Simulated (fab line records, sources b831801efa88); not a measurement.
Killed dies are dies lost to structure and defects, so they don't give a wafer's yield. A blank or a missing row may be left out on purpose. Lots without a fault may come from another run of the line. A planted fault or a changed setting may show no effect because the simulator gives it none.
fab line records | flow sky130
record lots=6 wafers=18 last_day=50
route steps=708 shown CONTACT@418 PAD_OPEN@708
lots that met no fault: from a run of the same line without faults
start_h: hours from the record's first day to the start of the lot's first wafer shown | wait_h: hours since the lot's step before | " the same as in the row above | L1.1+2: a row that stands for several wafers | - no value, or no start given | * or withheld: withheld | < > ~ a bound
route shown NAME@n: a module of which the file shows steps, and the number in the route of the first | usual: mean/standard deviation of fault-free wafers | same: alike in all rows | chamber/n: place in a boat | sites: the reading at each site | _std_site: their standard deviation | _edge_site: outer sites' mean less inner sites' | radius_mm: how far each site lies from the wafer's centre | mask NAME#n: copy n | behind: the tool/chamber that last shaped the wafer | hold: why the lot was held/for how many hours/how that ended | device: the transistor (n, p or np) that didn't switch | end of line: the same wafers' tests at the end of the route | a step without rows: its recipe alone | killed: dies lost to structure and defects at the first sort, not the wafer's yield | map: a wafer's dies, x killed, . not, _ none there
set.NAME: the setting as run; set.NAME@STEP: as run at that earlier step | model.NAME: the simulator's own value behind a step, which no gauge read
lots at some steps of the route; a table a step, a row a wafer
services: from which hour (start_h, from the record's first day; less than 0 if before it) a tool's chamber was out of use, for how many hours, and why
## steps
# step SKY_CONTACT_PEB_12
# recipe peb_temp_c=withheld peb_time_s=withheld resist=KrF-thick
# step SKY_CONTACT_DEVELOP_13
# recipe develop_time_s=60 resist=KrF-thick dev_temp_c=21
# step SKY_CONTACT_CD_MEAS_14
# recipe target_cd_nm=170
# usual cd_nm=169.7/1.3
# columns lot.wafer tool chamber start_h wait_h cd_nm
L130.2 cd_sem-01 - 791.38 - 171.5
L130.4 " - " " 171.6
L130.6 " - " " 171.9
L131.4 cd_sem-01 - 797.83 - 169.3
L131.5 " - " " 170.1
L131.6 " - " " 169.5
L136.1 cd_sem-01 - 832.26 - 167.9
L136.2 " - " " 166.2
L136.5 " - " " 168.2
L138.1 cd_sem-02 - 842.62 - 166.0
L138.2 " - " " 166.9
L138.4 " - " " 167.5
L142.2 cd_sem-01 - 875.35 - 169.4
L142.3 " - " " 168.2
L142.4 " - " " 168.9
L146.2 cd_sem-02 - 909.98 - 168.2
L146.4 " - " " 170.4
L146.6 " - " " 171.0
# step SKY_CONTACT_OVL_MEAS_15
# usual CONTACT_OVL=-2/5.6
# columns lot.wafer tool chamber start_h wait_h CONTACT_OVL[nm]
L130.2 overlay-01 - 791.49 0.1 2
L130.4 " - " " 3
L130.6 " - " " 5
L131.4 overlay-01 - 797.91 0.1 -4
L131.5 " - " " 3
L131.6 " - " " 3
L136.1 overlay-02 - 832.38 0.1 -7
L136.2 " - " " -8
L136.5 " - " " -12
L138.1 overlay-02 - 842.74 0.1 0
L138.2 " - " " 2
L138.4 " - " " 6
L142.2 overlay-01 - 875.45 0.1 -1
L142.3 " - " " 5
L142.4 " - " " -2
L146.2 overlay-02 - 910.09 0.1 -5
L146.4 " - " " 4
L146.6 " - " " -3
# step SKY_CONTACT_ETCH_16
# recipe chemistry=N2/H2 target=BARC ion_energy_ev=200 source_w=500 bias_w=100 pressure_mtorr=30 n2_flow_sccm=100 h2_flow_sccm=200 stop_on=SiO2 time_s=45.9 target_depth_a=600
# usual drypump_motor_current_A=5.6/0.4 oes_product_au=0.854/0.0045 throttle_valve_pct=13.225/0.0094
# columns lot.wafer tool chamber start_h wait_h drypump_motor_current_A oes_product_au rf_hours_counter_h throttle_valve_pct
L130.2 rie_diel-04 1 791.52 0.0 4.9 0.860 12 13.224
L130.4 " 2 " " 5.1 0.859 20 13.211
L130.6 " 0 " " 6.0 0.855 - 13.230
L131.4 rie_diel-01 3 797.93 0.0 5.8 0.854 13 13.227
L131.5 " 3 " " 5.9 0.847 - 13.208
L131.6 " 2 " " 5.4 0.848 - 13.219
L136.1 rie_diel-01 3 832.42 0.0 5.8 0.850 15 13.205
L136.2 " 0 " " 6.2 0.852 3 13.233
L136.5 " 0 " " 6.2 0.851 - 13.222
L138.1 rie_diel-03 3 842.78 0.0 5.4 0.849 8 13.225
L138.2 " 1 " " 5.6 0.857 6 13.226
L138.4 " 0 " " 6.2 0.858 1 13.240
L142.2 rie_diel-04 3 875.48 0.0 5.3 0.857 11 13.227
L142.3 " 2 " " 5.1 0.849 22 13.236
L142.4 " 2 " " 5.2 0.847 - 13.213
L146.2 rie_diel-03 1 910.12 0.0 5.6 0.854 8 13.240
L146.4 " 2 " " 6.0 0.853 6 13.223
L146.6 " 1 " " 5.6 0.849 - 13.221
# step SKY_CONTACT_ETCH_17
# recipe target=SiO2 chemistry=C4F8/O2/Ar stop_on=Si3N4 mask_material=KrF-thick source_w=1500 bias_w=1200 pressure_mtorr=40 c4f8_flow_sccm=withheld O2_flow_sccm=6 Ar_flow_sccm=300 time_s=withheld target_depth_a=3400
# usual oes_product_au=0.892/0.005
# columns lot.wafer tool chamber start_h wait_h oes_product_au
L130.2 rie_diel-04 1 791.56 0.0 0.893
L130.4 " 2 " " 0.905
L130.6 " 0 " " 0.893
L131.4 rie_diel-01 3 797.97 0.0 0.894
L131.5 " 3 " " 0.889
L131.6 " 2 " " 0.881
L136.1 rie_diel-01 3 832.46 0.0 0.892
L136.2 " 0 " " 0.894
L136.5 " 0 " " 0.888
L138.1 rie_diel-03 3 842.82 0.0 0.898
L138.2 " 1 " " 0.895
L138.4 " 0 " " 0.893
L142.2 rie_diel-04 3 875.52 0.0 0.887
L142.3 " 2 " " 0.895
L142.4 " 2 " " 0.887
L146.2 rie_diel-03 1 910.16 0.0 0.892
L146.4 " 2 " " 0.886
L146.6 " 1 " " 0.891
# step SKY_CONTACT_ETCH_18
# recipe target=Si3N4 chemistry=CHF3/O2 stop_on=TiN source_w=600 bias_w=200 pressure_mtorr=40 chf3_flow_sccm=50 O2_flow_sccm=5 time_s=39 target_depth_a=750
# usual drypump_motor_current_A=5.6/0.4 oes_product_au=0.854/0.0085 throttle_valve_pct=8.793/0.009
# columns lot.wafer tool chamber start_h wait_h drypump_motor_current_A oes_product_au rf_hours_counter_h throttle_valve_pct
L130.2 rie_diel-04 1 - - 4.9 0.860 12 8.786
L130.4 " 2 " " 5.1 0.866 20 8.798
L130.6 " 0 " " 6.0 0.853 - 8.785
L131.4 rie_diel-01 3 - - 5.8 0.866 13 8.802
L131.5 " 3 " " 5.8 0.862 - 8.818
L131.6 " 2 " " 5.4 0.866 - 8.795
L136.1 rie_diel-01 3 - - 5.8 0.843 15 8.774
L136.2 " 0 " " 6.2 0.846 3 8.783
L136.5 " 0 " " 6.2 0.850 - 8.787
L138.1 rie_diel-03 3 - - 5.4 0.866 8 8.799
L138.2 " 1 " " 5.6 0.852 6 8.795
L138.4 " 0 " " 6.2 0.859 1 8.782
L142.2 rie_diel-04 3 - - 5.3 0.854 11 8.784
L142.3 " 2 " " 5.2 0.845 22 8.790
L142.4 " 2 " " 5.2 0.844 - 8.799
L146.2 rie_diel-03 1 - - 5.6 0.845 8 8.791
L146.4 " 2 " " 5.9 0.853 6 8.790
L146.6 " 1 " " 5.6 0.860 - 8.785
# step SKY_CONTACT_STRIP_19
# recipe chemistry=O2/N2 power_w=1400 pressure_mtorr=1500 platen_temp_c=withheld o2_flow_sccm=3000 n2_flow_sccm=300 overash_fraction=0.5
# usual drypump_motor_current_A=5.8/0.73 oes_product_au=0.381/0.0054 strip_time_to_endpoint_s=3.62/0.039
# columns lot.wafer tool chamber start_h wait_h drypump_motor_current_A oes_product_au rf_hours_counter_h strip_time_to_endpoint_s
L130.2 plasma_asher-01 0 791.65 - 5.9 0.373 40 3.63
L130.4 " 1 " " 6.7 0.387 - 3.64
L130.6 " 1 " " 6.7 0.382 - 3.58
L131.4 plasma_asher-01 0 798.10 - 5.9 0.379 - 3.60
L131.5 " 1 " " 6.6 0.380 - 3.59
L131.6 " 0 " " 5.9 0.374 - 3.59
L136.1 plasma_asher-02 0 832.55 - 4.8 0.379 100 3.61
L136.2 " 1 " " 5.1 0.384 100 3.68
L136.5 " 0 " " 4.8 0.387 - 3.67
L138.1 plasma_asher-04 0 842.91 - 6.4 0.378 67 3.65
L138.2 " 1 " " 4.7 0.381 67 3.58
L138.4 " 1 " " 4.7 0.390 - 3.61
L142.2 plasma_asher-02 1 875.61 - 5.0 0.375 104 3.62
L142.3 " 1 " " 5.0 0.383 - 3.63
L142.4 " 0 " " 4.9 0.387 - 3.62
L146.2 plasma_asher-04 0 910.25 - 6.3 0.381 75 3.61
L146.4 " 0 " " 6.3 0.386 - 3.64
L146.6 " 0 " " 6.3 0.379 - 3.61
# step SKY_CONTACT_STRIP_20
# recipe chemistry=post_etch_residue_remover time_s=1200 temp_c=72.5
# step SKY_CONTACT_CLEAN_21
# recipe chemistry=IPA time_s=180 temp_c=25
# step SKY_CONTACT_CLEAN_22
# recipe chemistry=O3/DIW dry=n2_spin
# step SKY_CONTACT_SPUTTER_23
# recipe material=TiN target_thk_nm=20 chamber_pressure_pa=5 power_w=4000 time_s=80
# step SKY_CONTACT_CVD_24
# recipe material=W target_thk_nm=340 time_s=102.12 temp_c=400 pressure_torr=40
# usual heater_power_w=837/61
# columns lot.wafer tool chamber start_h wait_h heater_power_w model.W_of_CONTACT_CVD_24.thk_nm
L130.2 cvd_w-02 1 792.31 0.0 892 334.5
L130.4 " 1 " " 861 335.7
L130.6 " 1 " " 877 342.5
L131.4 cvd_w-02 0 798.79 0.1 859 353.5
L131.5 " 0 " " 877 357.5
L131.6 " 1 " " 870 336.8
L136.1 cvd_w-02 1 833.20 0.0 865 293.1
L136.2 " 0 " " 899 353.9
L136.5 " 0 " " 912 352
L138.1 cvd_w-02 1 843.91 0.0 902 290.5
L138.2 " 0 " " 896 348.6
L138.4 " 1 " " 916 292.9
L142.2 cvd_w-01 1 876.30 0.0 809 336.7
L142.3 " 0 " " 764 330.4
L142.4 " 1 " " 802 339.3
L146.2 cvd_w-01 1 912.06 0.0 831 339.5
L146.4 " 1 " " 805 342.2
L146.6 " 0 " " 766 334.3
# step SKY_CONTACT_RS_MEAS_25
# recipe thk_meas_gauge=four-point-probe reads=W_of_CONTACT_CVD_24+TiN_of_CONTACT_SPUTTER_23
# usual CONTACT_W_RS=0.338/0.0086
# columns lot.wafer tool chamber start_h wait_h CONTACT_W_RS[ohm/sq]
L130.2 film_metro-01 - 792.44 0.1 0.342
L130.4 " - " " 0.342
L130.6 " - " " 0.335
L131.4 film_metro-02 - 798.92 0.1 0.325
L131.5 " - " " 0.321
L131.6 " - " " 0.341
L136.1 film_metro-02 - 833.31 0.1 0.392
L136.2 " - " " 0.324
L136.5 " - " " 0.325
L138.1 film_metro-02 - 844.02 0.1 0.395
L138.2 " - " " 0.328
L138.4 " - " " 0.393
L142.2 film_metro-03 - 876.43 0.1 0.341
L142.3 " - " " 0.347
L142.4 " - " " 0.338
L146.2 film_metro-03 - 912.19 0.1 0.338
L146.4 " - " " 0.336
L146.6 " - " " 0.344
# step SKY_CONTACT_THK_MEAS_26
# recipe thk_meas_gauge=xrf reads=W_of_CONTACT_CVD_24
# usual CONTACT_W_THK=327/8.6
# columns lot.wafer tool chamber start_h wait_h CONTACT_W_THK[nm]
L130.2 film_metro-01 - 792.55 0.1 322
L130.4 " - " " 322
L130.6 " - " " 329
L131.4 film_metro-02 - 799.01 0.1 342
L131.5 " - " " 346
L131.6 " - " " 325
L136.1 film_metro-02 - 833.43 0.1 280
L136.2 " - " " 338
L136.5 " - " " 335
L138.1 film_metro-02 - 844.14 0.1 281
L138.2 " - " " 334
L138.4 " - " " 282
L142.2 film_metro-03 - 876.54 0.1 327
L142.3 " - " " 318
L142.4 " - " " 327
L146.2 film_metro-03 - 912.30 0.1 328
L146.4 " - " " 330
L146.6 " - " " 322
# step SKY_CONTACT_CMP_27
# recipe stop_on=SiO2 t_overpolish_s=15 down_force_psi=3.5 platen_rpm=60 target_thk_nm=0 pad_velocity_m_s=0.94248
# usual head_pressure_psi=3.500/0.0085 motor_current_A=10.8/1.1
# columns lot.wafer tool chamber start_h wait_h head_pressure_psi motor_current_A
L130.4 cmp-02 1 792.60 0.0 3.495 11.0
L130.2 " 3 " " 3.507 11.9
L130.6 " 1 " " 3.507 11.8
L131.4 cmp-01 3 799.04 0.0 3.511 9.7
L131.5 " 3 " " 3.497 9.8
L131.6 " 0 " " 3.505 10.2
L136.1 cmp-02 3 833.54 0.1 3.498 11.3
L136.2 " 1 " " 3.501 11.6
L136.5 " 3 " " 3.503 11.3
L138.1 cmp-01 2 844.20 0.1 3.495 11.2
L138.4 " 3 " " 3.487 10.0
L138.2 " 1 " " 3.502 11.5
L142.3 cmp-01 2 876.59 0.0 3.511 10.9
L142.4 " 0 " " 3.493 10.2
L142.2 " 1 " " 3.504 11.3
L146.4 cmp-01 0 912.35 0.0 3.500 9.7
L146.2 " 2 " " 3.501 11.8
L146.6 " 0 " " 3.512 10.3
# step SKY_PAD_OPEN_PROBE_99
# usual killed_at_M0_to_M3=42/7 killed_at_M4_up=2.8/1.8 killed_at_contacts=24/5.8 killed_at_front_end=15/4.8 killed_at_other=0.3/0.56 killed_dies=84/11 killed_open=46/7.8 killed_short=38/6.3
# same gross_dies=492 killed_at_back_side=0
# columns lot.wafer tool chamber start_h wait_h killed_at_M0_to_M3 killed_at_M4_up killed_at_contacts killed_at_front_end killed_at_other killed_dies killed_open killed_short
L130.2 prober-01 - 1119.44 0.1 42 5 25 12 0 84 47 37
L130.4 prober-01 - 1119.54 0.2 45 2 30 15 1 93 51 42
L130.6 prober-01 - 1119.64 0.2 42 1 23 18 0 84 39 45
L131.4 prober-02 - 1123.05 0.2 38 3 29 14 0 84 46 38
L131.5 prober-02 - 1123.10 0.2 46 0 24 6 0 76 50 26
L131.6 prober-02 - 1123.15 0.2 41 5 35 9 0 90 55 35
L136.1 prober-01 - 1148.56 0.1 39 2 18 16 0 75 42 33
L136.2 prober-01 - 1148.61 0.1 50 5 28 15 0 98 59 39
L136.5 prober-01 - 1148.76 0.2 38 3 40 20 1 102 53 48
L138.1 prober-01 - 1157.61 0.1 53 4 26 16 0 99 58 40
L138.2 prober-01 - 1157.66 0.1 41 4 25 24 0 94 50 41
L138.4 prober-01 - 1157.76 0.2 49 5 32 17 0 103 54 49
L142.2 prober-01 - 1177.57 0.1 50 0 25 16 0 91 57 34
L142.3 prober-01 - 1177.62 0.2 43 2 37 22 1 105 60 45
L142.4 prober-01 - 1177.67 0.2 33 3 23 11 0 70 45 25
L146.2 prober-01 - 1201.65 0.1 38 1 28 6 2 75 45 28
L146.4 prober-01 - 1201.75 0.2 29 2 21 10 1 63 30 32
L146.6 prober-01 - 1201.85 0.2 47 0 24 12 0 83 46 37
# killed by level:class
L130.2 CONTACT:geometric_particle:open=10 METAL1:geometric_particle:short=8 VIA1:geometric_particle:open=8 LI_CONTACT:geometric_particle:open=6 VIA2:geometric_particle:open=6 CONTACT:geometric_particle:short=5 VIA3:geometric_particle:open=5 POLY_GATE:geometric_particle:short=4
L130.4 CONTACT:geometric_particle:open=13 VIA1:geometric_particle:open=11 VIA3:geometric_particle:open=11 FIELD_ISO:geometric_particle:short=7 LI_CONTACT:geometric_particle:open=7 CONTACT:geometric_particle:short=7 VIA1:geometric_particle:short=6 VIA2:geometric_particle:short=4
L130.6 CONTACT:geometric_particle:open=10 METAL1:geometric_particle:short=8 POLY_GATE:geometric_particle:short=7 LOCAL_INTERCONNECT:geometric_particle:short=7 VIA3:geometric_particle:short=7 VIA1:geometric_particle:open=6 VIA3:geometric_particle:open=6 FIELD_ISO:geometric_particle:short=5
L131.4 LI_CONTACT:geometric_particle:open=8 VIA2:geometric_particle:open=8 VIA1:geometric_particle:open=7 VIA1:geometric_particle:short=6 CONTACT:geometric_particle:short=6 LOCAL_INTERCONNECT:geometric_particle:short=5 CONTACT:geometric_particle:open=5 FIELD_ISO:geometric_particle:open=3
L131.5 VIA1:geometric_particle:open=15 CONTACT:geometric_particle:open=11 VIA3:geometric_particle:open=6 LI_CONTACT:geometric_particle:open=5 METAL2:geometric_particle:short=5 VIA2:geometric_particle:open=4 FIELD_ISO:geometric_particle:open=3 CONTACT:geometric_particle:short=3
L131.6 LI_CONTACT:geometric_particle:open=14 VIA3:geometric_particle:open=10 CONTACT:geometric_particle:open=9 VIA1:geometric_particle:open=9 METAL2:geometric_particle:short=8 FIELD_ISO:geometric_particle:short=4 LOCAL_INTERCONNECT:geometric_particle:short=4 CONTACT:geometric_particle:short=4
L136.1 VIA2:geometric_particle:open=11 VIA3:geometric_particle:open=7 VIA1:geometric_particle:open=7 LI_CONTACT:geometric_particle:open=6 CONTACT:geometric_particle:short=6 FIELD_ISO:geometric_particle:short=5 CONTACT:geometric_particle:open=5 POLY_GATE:geometric_particle:short=4
L136.2 VIA1:geometric_particle:open=11 CONTACT:geometric_particle:open=10 VIA2:geometric_particle:open=9 METAL1:geometric_particle:short=8 VIA3:geometric_particle:open=8 CONTACT:geometric_particle:short=7 LI_CONTACT:geometric_particle:open=6 POLY_GATE:geometric_particle:open=5
L136.5 CONTACT:geometric_particle:open=18 VIA3:geometric_particle:open=8 VIA1:geometric_particle:open=7 CONTACT:geometric_particle:short=7 POLY_GATE:geometric_particle:short=6 LI_CONTACT:geometric_particle:open=6 FIELD_ISO:geometric_particle:short=5 FIELD_ISO:geometric_particle:open=4
L138.1 VIA1:geometric_particle:open=16 VIA3:geometric_particle:open=11 CONTACT:geometric_particle:open=9 LI_CONTACT:geometric_particle:open=8 VIA1:geometric_particle:short=8 FIELD_ISO:geometric_particle:short=7 VIA2:geometric_particle:short=5 CONTACT:geometric_particle:short=4
L138.2 CONTACT:geometric_particle:open=10 VIA1:geometric_particle:open=10 VIA2:geometric_particle:open=7 VIA3:geometric_particle:open=7 FIELD_ISO:geometric_particle:short=5 LI_CONTACT:geometric_particle:short=5 VIA3:geometric_particle:short=5 FIELD_ISO:geometric_particle:open=4
L138.4 CONTACT:geometric_particle:open=13 VIA1:geometric_particle:open=12 VIA1:geometric_particle:short=8 LI_CONTACT:geometric_particle:open=8 VIA2:geometric_particle:open=8 CONTACT:geometric_particle:short=6 FIELD_ISO:geometric_particle:short=5 METAL2:geometric_particle:short=5
L142.2 VIA2:geometric_particle:open=13 VIA3:geometric_particle:open=10 LI_CONTACT:geometric_particle:open=9 VIA1:geometric_particle:open=9 CONTACT:geometric_particle:short=7 CONTACT:geometric_particle:open=6 FIELD_ISO:geometric_particle:short=5 METAL1:geometric_particle:short=5
L142.3 CONTACT:geometric_particle:open=15 LI_CONTACT:geometric_particle:open=9 VIA3:geometric_particle:open=8 FIELD_ISO:geometric_particle:short=7 VIA1:geometric_particle:open=7 FIELD_ISO:geometric_particle:open=6 CONTACT:geometric_particle:short=6 METAL1:geometric_particle:short=6
L142.4 CONTACT:geometric_particle:open=12 VIA1:geometric_particle:open=9 VIA3:geometric_particle:open=9 LI_CONTACT:geometric_particle:open=6 METAL2:geometric_particle:short=4 FIELD_ISO:geometric_particle:short=3 POLY_GATE:geometric_particle:open=3 LOCAL_INTERCONNECT:geometric_particle:short=3
L146.2 VIA1:geometric_particle:open=12 LI_CONTACT:geometric_particle:open=9 CONTACT:geometric_particle:open=9 CONTACT:geometric_particle:short=5 METAL1:geometric_particle:short=4 METAL2:geometric_particle:short=4 VIA2:geometric_particle:open=4 VIA2:geometric_particle:short=4
L146.4 LI_CONTACT:geometric_particle:open=9 CONTACT:geometric_particle:open=7 METAL1:geometric_particle:short=5 VIA1:geometric_particle:open=5 VIA1:geometric_particle:short=4 METAL2:geometric_particle:short=4 VIA2:geometric_particle:short=4 CONTACT:geometric_particle:short=3
L146.6 VIA1:geometric_particle:open=9 CONTACT:geometric_particle:open=8 METAL1:geometric_particle:short=8 VIA3:geometric_particle:open=7 METAL2:geometric_particle:short=7 LI_CONTACT:geometric_particle:open=6 CONTACT:geometric_particle:short=5 VIA2:geometric_particle:open=5
## services
# columns tool chamber start_h hours kind
rie_diel-03 0 770.93 - clean
rie_diel-03 0 770.93 22.9 scheduled_down
rie_diel-03 0 770.93 22.9 vent_cycle
plasma_asher-02 - 788.47 6.8 repair
cmp-01 - 797.44 0.8 repair
rie_diel-01 - 803.53 0.2 repair
cmp-01 - 804.26 29.0 repair
plasma_asher-02 - 805.37 1.3 repair
rie_diel-04 - 807.03 14.6 pm
cmp-01 - 822.05 5.3 repair
plasma_asher-04 - 822.80 3.4 repair
rie_diel-04 0 835.25 19.0 repair
cmp-02 - 850.26 5.0 pm
plasma_asher-01 - 860.48 1.4 repair
cmp-01 - 869.18 3.9 pm
rie_diel-03 1 869.45 3.6 repair
cmp-02 - 873.09 6.1 pm
plasma_asher-01 - 875.32 1.2 repair
plasma_asher-02 - 880.67 14.6 pm
plasma_asher-02 - 897.25 16.6 repair
rie_diel-01 2 899.05 6.9 repair
cvd_w-02 - 904.00 14.0 pm
rie_diel-01 1 906.12 6.2 repair
cmp-02 - 912.26 4.0 pm
## key
first_sign step=SKY_CONTACT_RS_MEAS_25 reading=CONTACT_W_RS direction=up sigmas=6.4 usual=0.338 struck=0.393
effect step=SKY_CONTACT_THK_MEAS_26 reading=CONTACT_W_THK direction=down sigmas=5.4 usual=327 struck=281
model_effect step=SKY_CONTACT_CVD_24 value=W_of_CONTACT_CVD_24.thk_nm without=329.3 struck=292.2
met_at SKY_CONTACT_CVD_24
struck_wafers L136.1,L138.1,L138.4
tester_left_out L136,L138
onset_between 798.79 833.20
fault kind=process_parameter_drift tool=cvd_w-02 chamber=1 onset_h=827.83 steps=SKY_CONTACT_CVD_24 channel=target_thk_nm offset=-37.449 shape=step end_h=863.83 acts_in=these_recipes_only stated=340
# tester_left_out: of these lots the tester's yield and bins aren't shown, on N5 and GAA mostly nor the transistor test; their killed dies are dies lost to structure and defects alone, not to doping, threshold or leakage, so they don't give the yield
